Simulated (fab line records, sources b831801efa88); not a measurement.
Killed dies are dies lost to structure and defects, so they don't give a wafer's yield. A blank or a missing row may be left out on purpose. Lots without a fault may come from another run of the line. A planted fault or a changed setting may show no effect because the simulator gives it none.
Chamber matching | flow sky130 | SKY_VIA3_CMP_24 on cmp-01: 4 sister chambers
The step polishes, stops on SiO2, t overpolish 20 s, target thk 0 nm. 4 wafers are shown with their chamber, then 12 later ones without.

WAFERS WITH THEIR CHAMBER
wafer  | chamber | motor_current_A (A)
L089.4 | 1       | 12.2
L092.1 | 2       | 14.4
L092.2 | 3       | 9.0
L092.6 | 0       | 10.7

WAFERS WITHOUT THEIR CHAMBER
wafer  | motor_current_A (A)
L094.2 | 12.3
L094.4 | 9.0
L094.6 | 12.1
L096.1 | 8.9
L096.2 | 11.0
L096.5 | 10.9
L095.4 | 10.9
L095.5 | 14.6
L095.6 | 8.7
L097.2 | 12.4
L097.4 | 11.2
L097.5 | 14.7

WHICH CHAMBER EACH WENT THROUGH
wafer  | from the rows above | in truth
L094.2 | 1                   | 1
L094.4 | 3                   | 3
L094.6 | 1                   | 1
L096.1 | 3                   | 3
L096.2 | 0                   | 0
L096.5 | 0                   | 0
L095.4 | 0                   | 0
L095.5 | 2                   | 2
L095.6 | 3                   | 3
L097.2 | 1                   | 1
L097.4 | 0                   | 0
L097.5 | 2                   | 2
Placed correctly: 12 of 12. Can't be placed from these rows: 0. Placed wrongly: 0.
How it was worked out, from the rows above alone: a wafer's distance from a chamber is the root of the sum, over the readings, of the square of ((its reading less the chamber's mean) divided by the reading's scatter). The wafer belongs to the nearest chamber; if the next one is less than 2 further off, it can't be placed. A chamber's mean is the mean of its shown wafers. The scatter: with one shown wafer a chamber, the root of the mean of the squares of how far each hidden wafer lies from its nearest shown one.
